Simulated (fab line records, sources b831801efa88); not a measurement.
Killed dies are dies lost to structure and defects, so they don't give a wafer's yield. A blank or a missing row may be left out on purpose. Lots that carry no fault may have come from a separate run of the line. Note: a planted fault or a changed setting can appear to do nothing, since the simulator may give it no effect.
fab line records -- flow sfqLine
record: lots: 13, wafers: 39, lastDay: 89
route steps=325 shown I3@146 JJ@196 A5B@209 R5@224
lots that met no fault: taken from a fault-free run of the same line
startH: the number of hours between the record's first day and the start of the first shown wafer of the lot -- waitH: time in hours since the lot's previous step -- " the same as in the row above -- L1.1+2: one row covering several wafers at once -- - no value, or no start given -- * or withheld: withheld -- < > ~ a bound
route shown NAME@n: names a module that has steps shown in the file, with the first one's number in the route -- usual: mean and standard deviation over wafers with no fault -- same: alike in all rows -- chamber/n: place in a boat -- sites: the reading at each site -- _std_site: the values' standard deviation -- _edge_site: the outer-site mean with the inner-site mean subtracted -- radiusMm: how far each site lies from the wafer's centre -- mask NAME#n: copy n -- behind: the tool/chamber that last shaped the wafer -- hold: reason for holding the lot/hours on hold/outcome of the hold -- device: the transistor (n, p or np) that didn't switch -- end of line: tests run on the same wafers once the route is complete -- a step given without rows: its recipe and nothing more -- killed: at the first sort, the dies lost to defects and structure; wafer yield is something else -- map: dies across one wafer; x = killed, . = not, _ = none there
set.NAME: the run value of the setting; set.NAME@STEP: its run value at that earlier step -- model.NAME: the simulator's own value behind a step, which no gauge read
one table for each step of the route and one row for each wafer, over a sample of lots
services: from which hour (startH, from the record's first day; less than 0 if before it) a tool's chamber was out of use, for how many hours, and why
== steps ==
step: SFQ_TRILAYER_I3_VIA_STRIP_STRIP_089
recipe: gas: O2, powerW: 200, platenTempC: 40, overashFraction: 0.65, chemistry: O2, pressureMtorr: 50
usual: drypumpMotorCurrentA: 5.50/0.26, heBacksideLeakSccm: 3.47/0.18, oesProductAu: 1.001/0.011
lot.wafer,tool,chamber,startH,waitH,drypumpMotorCurrentA,heBacksideLeakSccm,oesProductAu,rfHoursCounterH
L892.1,rieMetal-03,0,706.67,-,5.20,3.38,1.011,29
L892.2,rieMetal-03,1,706.67,-,5.81,3.44,1.023,116
L892.6,rieMetal-03,0,706.67,-,5.21,3.25,1.012,-
L893.1,rieMetal-01,0,712.67,-,5.41,3.50,0.997,26
L893.4,rieMetal-01,0,712.67,-,5.42,3.38,0.992,-
L893.5,rieMetal-01,0,712.67,-,5.43,3.45,1.007,-
L896.3,rieMetal-02,0,735.01,-,5.22,4.02,0.994,-
L896.4,rieMetal-02,1,735.01,-,5.83,3.43,0.985,-
L896.6,rieMetal-02,0,735.01,-,5.22,3.95,0.985,-
L897.1,rieMetal-03,0,901.63,-,5.15,3.28,1.010,56
L897.3,rieMetal-03,0,901.63,-,5.15,3.50,1.008,-
L897.4,rieMetal-03,1,901.63,-,5.80,3.53,1.006,-
L898.1,rieMetal-03,1,911.21,-,5.79,3.65,1.005,144
L898.2,rieMetal-03,0,911.21,-,5.14,3.22,1.008,57
L898.4,rieMetal-03,1,911.21,-,5.79,3.67,1.009,-
L900.2,rieMetal-01,0,937.74,-,5.40,3.36,0.986,54
L900.3,rieMetal-01,0,937.74,-,5.42,3.29,0.989,-
L900.4,rieMetal-01,1,937.74,-,5.59,3.60,1.008,-
L904.1,rieMetal-03,0,961.56,-,5.16,3.52,1.015,61
L904.3,rieMetal-03,1,961.56,-,5.80,3.61,1.002,-
L904.4,rieMetal-03,0,961.56,-,5.20,3.53,1.013,-
L909.1,rieMetal-01,0,1017.37,-,5.40,3.44,0.985,63
L909.4,rieMetal-01,1,1017.37,-,5.61,3.46,1.000,-
L909.5,rieMetal-01,0,1017.37,-,5.41,3.38,0.980,-
L910.2,rieMetal-03,0,1022.17,-,5.16,3.57,1.005,70
L910.4,rieMetal-03,0,1022.17,-,5.18,3.39,1.002,-
L910.6,rieMetal-03,0,1022.17,-,5.16,3.40,1.015,-
L911.1,rieMetal-02,0,1032.97,-,5.21,3.75,1.011,32
L911.2,rieMetal-02,1,1032.97,-,5.83,3.24,0.999,18
L911.5,rieMetal-02,1,1032.97,-,5.83,3.29,0.999,-
L912.1,rieMetal-02,1,1048.70,-,5.84,3.23,1.000,19
L912.2,rieMetal-02,0,1048.70,-,5.22,3.42,1.000,34
L912.5,rieMetal-02,0,1048.70,-,5.20,3.56,1.005,-
L914.1,rieMetal-03,1,1063.10,-,5.79,3.26,1.005,8
L914.3,rieMetal-03,1,1063.10,-,5.80,3.27,1.007,-
L914.4,rieMetal-03,0,1063.10,-,5.18,3.25,1.024,-
L915.2,rieMetal-02,0,1068.87,-,5.21,3.54,0.992,36
L915.4,rieMetal-02,1,1068.87,-,5.82,3.25,0.996,-
L915.5,rieMetal-02,0,1068.87,-,5.22,3.68,0.995,-
step: SFQ_TRILAYER_JJ_CE_STRIP_STRIP_120
recipe: gas: O2, powerW: 200, platenTempC: 40, overashFraction: 0.65, chemistry: O2, pressureMtorr: 50
usual: drypumpMotorCurrentA: 5.52/0.2, heBacksideLeakSccm: 3.5/0.35, oesProductAu: 1.000/0.0094
lot.wafer,tool,chamber,startH,waitH,drypumpMotorCurrentA,heBacksideLeakSccm,oesProductAu,rfHoursCounterH
L892.1,rieMetal-03,0,1018.99,0.0,5.16,3.5,1.014,69
L892.2,rieMetal-03,1,1018.99,0.0,5.80,3.3,1.012,2
L892.6,rieMetal-03,0,1018.99,0.0,5.14,3.4,1.021,-
L893.1,rieMetal-04,1,1022.52,0.0,5.57,3.7,0.993,38
L893.4,rieMetal-04,1,1022.52,0.0,5.52,3.3,0.998,-
L893.5,rieMetal-04,1,1022.52,0.0,5.55,3.7,0.997,-
L896.3,rieMetal-03,0,1027.52,0.2,5.18,3.3,1.015,-
L896.4,rieMetal-03,1,1027.52,0.2,5.82,3.3,1.013,-
L896.6,rieMetal-03,0,1027.52,0.2,5.15,3.4,1.021,-
L897.1,rieMetal-03,1,1076.84,0.0,5.82,3.3,1.006,10
L897.3,rieMetal-03,1,1076.84,0.0,5.81,3.2,1.008,-
L897.4,rieMetal-03,0,1076.84,0.0,5.17,3.5,1.014,-
L898.1,rieMetal-03,0,1215.03,0.0,5.20,3.7,1.006,95
L898.2,rieMetal-03,1,1215.03,0.0,5.79,3.3,0.996,27
L898.4,rieMetal-03,0,1215.03,0.0,5.18,3.6,1.014,-
L900.2,rieMetal-01,1,1246.59,0.0,5.55,3.7,0.999,51
L900.3,rieMetal-01,1,1246.59,0.0,5.55,3.7,1.014,-
L900.4,rieMetal-01,0,1246.59,0.0,5.40,3.3,0.987,-
L904.1,rieMetal-01,1,1412.66,0.0,5.56,3.6,0.998,72
L904.3,rieMetal-01,1,1412.66,0.0,5.60,3.5,0.999,-
L904.4,rieMetal-01,0,1412.66,0.0,5.41,3.5,0.987,-
L909.1,rieMetal-04,0,1483.91,0.0,5.59,3.4,0.990,23
L909.4,rieMetal-04,1,1483.91,0.0,5.53,3.9,0.992,-
L909.5,rieMetal-04,1,1483.91,0.0,5.53,3.6,0.991,-
L910.2,rieMetal-01,0,1486.81,0.0,5.44,3.4,0.992,123
L910.4,rieMetal-01,0,1486.81,0.0,5.41,3.4,0.993,-
L910.6,rieMetal-01,0,1486.81,0.0,5.40,3.5,1.001,-
L911.1,rieMetal-04,0,1501.01,0.0,5.57,3.4,1.001,25
L911.2,rieMetal-04,1,1501.01,0.0,5.59,3.7,0.982,97
L911.5,rieMetal-04,0,1501.01,0.0,5.57,3.3,1.009,-
L912.1,rieMetal-01,1,1505.63,0.0,5.58,3.8,0.993,83
L912.2,rieMetal-01,1,1505.63,0.0,5.58,3.9,0.998,-
L912.5,rieMetal-01,1,1505.63,0.0,5.55,3.7,1.004,-
L914.1,rieMetal-03,1,1517.63,0.0,5.83,3.4,0.989,69
L914.3,rieMetal-03,1,1517.63,0.0,5.81,3.5,1.004,-
L914.4,rieMetal-03,0,1517.63,0.0,5.13,3.1,1.008,-
L915.2,rieMetal-01,1,1520.03,0.2,5.58,3.5,1.002,-
L915.4,rieMetal-01,1,1520.03,0.2,5.61,3.4,0.989,-
L915.5,rieMetal-01,1,1520.03,0.2,5.55,3.4,1.016,-
step: SFQ_TRILAYER_A5B_DEP_PECVD_129
recipe: material: SiO2, tempC: 150, timeS: 133.33, pressureTorr: 2.4, rfW: 183.3, precursor: SiH4/N2O, targetThkNm: 600
usual: heaterPowerW: 89/16, rfFwdPowerW: 182.3/0.57, throttleValvePct: 24.1/1.1
lot.wafer,tool,chamber,startH,waitH,heaterPowerW,rfFwdPowerW,sinceWetCleanH,throttleValvePct
L892.1,pecvd-01,2,1155.07,0.0,79,182.4,947,23.8
L892.2,pecvd-01,0,1155.07,0.0,112,182.4,947,25.0
L892.6,pecvd-01,1,1155.07,0.0,72,181.6,-,24.6
L893.1,pecvd-03,0,1156.27,0.0,69,182.0,1318,22.6
L893.4,pecvd-03,2,1156.27,0.0,97,182.9,-,26.0
L893.5,pecvd-03,1,1156.27,0.0,70,183.1,-,22.9
L896.3,pecvd-04,1,1163.32,0.0,108,182.4,-,23.8
L896.4,pecvd-04,0,1163.32,0.0,90,181.6,-,24.7
L896.6,pecvd-04,1,1163.32,0.0,93,181.5,-,23.6
L897.1,pecvd-03,0,1164.47,0.0,80,182.6,1326,22.9
L897.3,pecvd-03,2,1164.47,0.0,107,182.1,1326,26.0
L897.4,pecvd-03,2,1164.47,0.0,113,182.1,-,25.9
L898.1,pecvd-01,0,1219.12,0.0,99,182.5,1011,25.1
L898.2,pecvd-01,2,1219.12,0.0,72,182.0,1011,23.9
L898.4,pecvd-01,1,1219.12,0.0,78,181.9,-,24.4
L900.2,pecvd-04,2,1250.70,0.0,97,183.1,303,22.9
L900.3,pecvd-04,1,1250.70,0.0,105,182.0,303,23.7
L900.4,pecvd-04,1,1250.70,0.0,109,181.9,-,23.9
L904.1,pecvd-03,1,1418.11,0.0,67,182.7,87,22.8
L904.3,pecvd-03,0,1418.11,0.0,85,152.7,87,21.7
L904.4,pecvd-03,1,1418.11,0.0,68,182.3,-,23.2
L909.1,pecvd-04,1,1619.09,0.0,101,182.5,672,24.8
L909.4,pecvd-04,2,1619.09,0.0,79,182.6,-,23.4
L909.5,pecvd-04,1,1619.09,0.0,106,183.1,-,24.6
L910.2,pecvd-01,0,1620.29,0.0,95,182.1,1412,24.8
L910.4,pecvd-01,0,1620.29,0.0,101,182.2,-,24.9
L910.6,pecvd-01,1,1620.29,0.0,77,182.3,-,24.7
L911.1,pecvd-04,0,1637.85,0.0,76,182.0,691,26.0
L911.2,pecvd-04,1,1637.85,0.0,95,182.3,691,24.8
L911.5,pecvd-04,2,1637.85,0.0,80,182.4,-,23.1
L912.1,pecvd-03,2,1647.75,0.0,116,182.3,317,25.2
L912.2,pecvd-03,0,1647.75,0.0,84,182.9,317,22.4
L912.5,pecvd-03,0,1647.75,0.0,85,183.0,-,22.4
L914.1,pecvd-04,1,1657.17,0.0,109,182.1,710,25.0
L914.3,pecvd-04,0,1657.17,0.0,86,182.4,710,26.0
L914.4,pecvd-04,2,1657.17,0.0,94,182.3,-,23.1
L915.2,pecvd-01,2,1660.77,0.0,87,182.2,1453,24.0
L915.4,pecvd-01,0,1660.77,0.0,104,182.0,-,25.0
L915.5,pecvd-01,1,1660.77,0.0,74,181.6,-,24.7
step: SFQ_TRILAYER_R5_BARC_OPEN_METAL_ETCH_177
recipe: maskMaterial: PR, chemistry: O2, targetDepthNm: 125, target: BARC, icpW: 600, biasW: 80, pressureMtorr: 10, timeS: 41.7
usual: drypumpMotorCurrentA: 5.52/0.21, heBacksideLeakSccm: 3.56/0.28, oesProductAu: 0.685/0.0044
lot.wafer,tool,chamber,startH,waitH,drypumpMotorCurrentA,heBacksideLeakSccm,oesProductAu,rfHoursCounterH
L892.1,rieMetal-02,0,1310.86,0.0,5.20,3.77,0.682,71
L892.2,rieMetal-02,1,1310.86,0.0,5.83,3.33,0.681,52
L892.6,rieMetal-02,1,1310.86,0.0,5.81,3.32,0.688,-
L893.1,rieMetal-04,1,1313.26,0.0,5.54,3.38,0.689,77
L893.4,rieMetal-04,0,1313.26,0.0,5.57,3.52,0.687,-
L893.5,rieMetal-04,0,1313.26,0.0,5.57,3.53,0.688,-
L896.3,rieMetal-04,0,1330.07,0.0,5.60,3.22,0.679,-
L896.4,rieMetal-04,1,1330.07,0.0,5.56,3.64,0.680,-
L896.6,rieMetal-04,1,1330.07,0.0,5.55,3.64,0.678,-
L897.1,rieMetal-01,0,1333.65,0.0,5.40,3.46,0.687,105
L897.3,rieMetal-01,1,1333.65,0.0,5.58,3.61,0.686,-
L897.4,rieMetal-01,0,1333.65,0.0,5.41,3.48,0.693,-
L898.1,rieMetal-02,1,1381.33,0.0,5.81,3.47,0.684,61
L898.2,rieMetal-02,0,1381.33,0.0,5.21,3.66,0.684,79
L898.4,rieMetal-02,0,1381.33,0.0,5.23,3.71,0.682,-
L900.2,rieMetal-01,0,1407.86,0.0,5.40,3.32,0.692,114
L900.3,rieMetal-01,1,1407.86,0.0,5.60,3.58,0.689,-
L900.4,rieMetal-01,0,1407.86,0.0,5.38,3.35,0.690,-
L904.1,rieMetal-02,1,1559.03,0.0,5.82,3.36,0.686,83
L904.3,rieMetal-02,0,1559.03,0.0,5.22,3.84,0.684,-
L904.4,rieMetal-02,1,1559.03,0.0,5.81,3.37,0.676,-
L909.1,rieMetal-04,1,1628.83,0.0,5.53,4.24,0.689,112
L909.4,rieMetal-04,0,1628.83,0.0,5.56,3.26,0.681,-
L909.5,rieMetal-04,0,1628.83,0.0,5.56,3.15,0.687,-
L910.2,rieMetal-01,1,1630.03,0.0,5.57,3.61,0.689,100
L910.4,rieMetal-01,1,1630.03,0.0,5.58,3.58,0.677,-
L910.6,rieMetal-01,0,1630.03,0.0,5.42,3.37,0.690,-
L911.1,rieMetal-04,0,1644.82,0.0,5.58,3.32,0.674,41
L911.2,rieMetal-04,1,1644.82,0.0,5.58,3.58,0.686,113
L911.5,rieMetal-04,0,1644.82,0.0,5.59,3.36,0.686,-
L912.1,rieMetal-01,0,1654.60,0.0,5.43,3.23,0.686,15
L912.2,rieMetal-01,1,1654.60,0.0,5.58,3.77,0.688,103
L912.5,rieMetal-01,0,1654.60,0.0,5.43,3.33,0.683,-
L914.1,rieMetal-02,0,1668.07,0.0,5.21,3.76,0.678,114
L914.3,rieMetal-02,1,1668.07,0.0,5.81,3.29,0.684,-
L914.4,rieMetal-02,0,1668.07,0.0,5.20,3.69,0.677,-
L915.2,rieMetal-04,1,1669.27,0.0,5.51,3.74,0.687,116
L915.4,rieMetal-04,0,1669.27,0.0,5.60,3.55,0.686,-
L915.5,rieMetal-04,0,1669.27,0.0,5.59,3.12,0.683,-
== services ==
tool,chamber,startH,hours,kind
rieMetal-04,1,696.67,2.3,repair
rieMetal-01,0,760.54,50.6,repair
rieMetal-04,1,814.30,2.7,repair
rieMetal-02,0,821.26,1.5,repair
rieMetal-04,0,905.50,7.5,repair
rieMetal-03,0,926.12,20.8,repair
rieMetal-02,0,937.10,4.1,repair
rieMetal-01,-,955.21,0.4,repair
rieMetal-01,-,988.97,2.8,pm
rieMetal-02,-,999.87,0.5,repair
rieMetal-03,0,1004.55,1.2,repair
rieMetal-04,-,1026.90,0.3,repair
rieMetal-02,1,1075.55,18.5,repair
rieMetal-02,-,1104.99,5.5,repair
rieMetal-01,1,1183.37,1.2,repair
rieMetal-04,-,1196.91,1.4,pm
rieMetal-04,-,1272.89,1.6,repair
rieMetal-04,-,1274.75,0.5,repair
rieMetal-02,-,1298.99,0.2,repair
rieMetal-04,1,1353.84,7.7,repair
rieMetal-02,0,1361.22,2.4,repair
rieMetal-01,1,1464.32,3.7,repair
rieMetal-03,-,1493.70,1.4,pm
rieMetal-03,-,1598.56,2.8,pm
== key ==
firstSign: step: SFQ_TRILAYER_A5B_DEP_PECVD_129, reading: rfFwdPowerW, direction: down, sigmas: 52, usual: 182.3, struck: 152.7
effect none on later readings
metAt SFQ_TRILAYER_A5B_DEP_PECVD_129
struckLots L904
struckWafers L904.3
notActingAt SFQ_TRILAYER_I3_VIA_STRIP_STRIP_089,SFQ_TRILAYER_JJ_CE_STRIP_STRIP_120,SFQ_TRILAYER_R5_BARC_OPEN_METAL_ETCH_177
onsetBetween 1164.47 1418.11
fault: kind: processParameterDrift, tool: pecvd-03, chamber: 0, onsetH: 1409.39, steps: SFQ_TRILAYER_A5B_DEP_PECVD_129, channel: rfW, offset: -29.328, shape: step, endH: 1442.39, actsIn: theseRecipesOnly, stated: 183.3
